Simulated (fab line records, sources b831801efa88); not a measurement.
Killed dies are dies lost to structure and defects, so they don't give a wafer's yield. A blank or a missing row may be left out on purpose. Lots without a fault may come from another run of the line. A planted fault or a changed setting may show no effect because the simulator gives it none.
Chamber matching | flow sky130 | SKY_VIA2_ETCH_14 on rie_diel-02: 4 sister chambers
The step etches BARC in N2/H2, stops on SiO2, time 45.9 s, target depth 60 nm. 22 wafers are shown with their chamber, then 11 later ones without.

WAFERS WITH THEIR CHAMBER
wafer  | chamber | drypump_motor_current_A (A) | oes_product_au (a.u.) | throttle_valve_pct (%)
L074.3 | 0       | 5.0                         | 0.857                 | 13.235
L074.4 | 3       | 6.0                         | 0.860                 | 13.227
L074.5 | 0       | 5.0                         | 0.861                 | 13.208
L075.1 | 0       | 5.0                         | 0.850                 | 13.225
L075.4 | 2       | 5.2                         | 0.854                 | 13.231
L075.6 | 3       | 6.1                         | 0.860                 | 13.226
L078.1 | 2       | 5.2                         | 0.849                 | 13.218
L078.4 | 1       | 6.0                         | 0.853                 | 13.227
L078.5 | 1       | 6.0                         | 0.854                 | 13.223
L079.1 | 3       | 6.0                         | 0.861                 | 13.224
L079.2 | 0       | 5.0                         | 0.854                 | 13.229
L079.6 | 2       | 5.2                         | 0.865                 | 13.217
L082.3 | 3       | 6.0                         | 0.854                 | 13.234
L082.4 | 1       | 6.0                         | 0.849                 | 13.218
L082.6 | 1       | 6.0                         | 0.854                 | 13.232
L085.1 | 2       | 5.2                         | 0.846                 | 13.234
L085.2 | 1       | 6.0                         | 0.851                 | 13.218
L085.6 | 0       | 5.0                         | 0.857                 | 13.209
L087.2 | 1       | 6.0                         | 0.853                 | 13.229
L087.4 | 2       | 5.2                         | 0.849                 | 13.220
L087.6 | 2       | 5.2                         | 0.849                 | 13.220
L088.3 | 2       | 5.2                         | 0.857                 | 13.222

SIGNATURES (means of the wafers above)
reading                 | chamber 0 | chamber 1 | chamber 2 | chamber 3 | scatter within a chamber
drypump_motor_current_A | 5.000     | 6.000     | 5.200     | 6.025     | 0.0204
oes_product_au          | 0.85580   | 0.85233   | 0.85271   | 0.85875   | 0.00456
throttle_valve_pct      | 13.22120  | 13.22450  | 13.22314  | 13.22775  | 0.00775
Rule: a wafer's distance from a chamber is the root of the sum, over the readings, of the square of ((its reading less the chamber's mean) divided by the reading's scatter). The wafer belongs to the nearest chamber; if the next one is less than 2 further off, it can't be placed. The scatter: the root of (the sum of the squares of (reading less its chamber's mean) over the shown wafers, divided by (wafers less chambers)).

WAFERS WITHOUT THEIR CHAMBER
wafer  | drypump_motor_current_A (A) | oes_product_au (a.u.) | throttle_valve_pct (%)
L088.4 | 5.0                         | 0.850                 | 13.233
L088.6 | 5.2                         | 0.855                 | 13.222
L090.2 | 6.0                         | 0.850                 | 13.220
L090.3 | 5.2                         | 0.859                 | 13.217
L090.4 | 5.0                         | 0.854                 | 13.228
L096.1 | 5.2                         | 0.853                 | 13.225
L096.2 | 6.0                         | 0.861                 | 13.237
L096.5 | 6.1                         | 0.852                 | 13.218
L097.1 | 6.0                         | 0.852                 | 13.230
L097.2 | 5.0                         | 0.858                 | 13.233
L097.4 | 6.0                         | 0.853                 | 13.217

WHICH CHAMBER EACH WENT THROUGH
wafer  | from the rows above     | in truth
L088.4 | 0                       | 0
L088.6 | 2                       | 2
L090.2 | can't be placed: 1 or 3 | 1
L090.3 | 2                       | 2
L090.4 | 0                       | 0
L096.1 | 2                       | 2
L096.2 | can't be placed: 3 or 1 | 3
L096.5 | can't be placed: 3 or 1 | 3
L097.1 | can't be placed: 1 or 3 | 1
L097.2 | 0                       | 0
L097.4 | can't be placed: 1 or 3 | 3
Placed correctly: 6 of 11. Can't be placed from these rows: 5 (the true chamber is among the candidates in 5). Placed wrongly: 0.
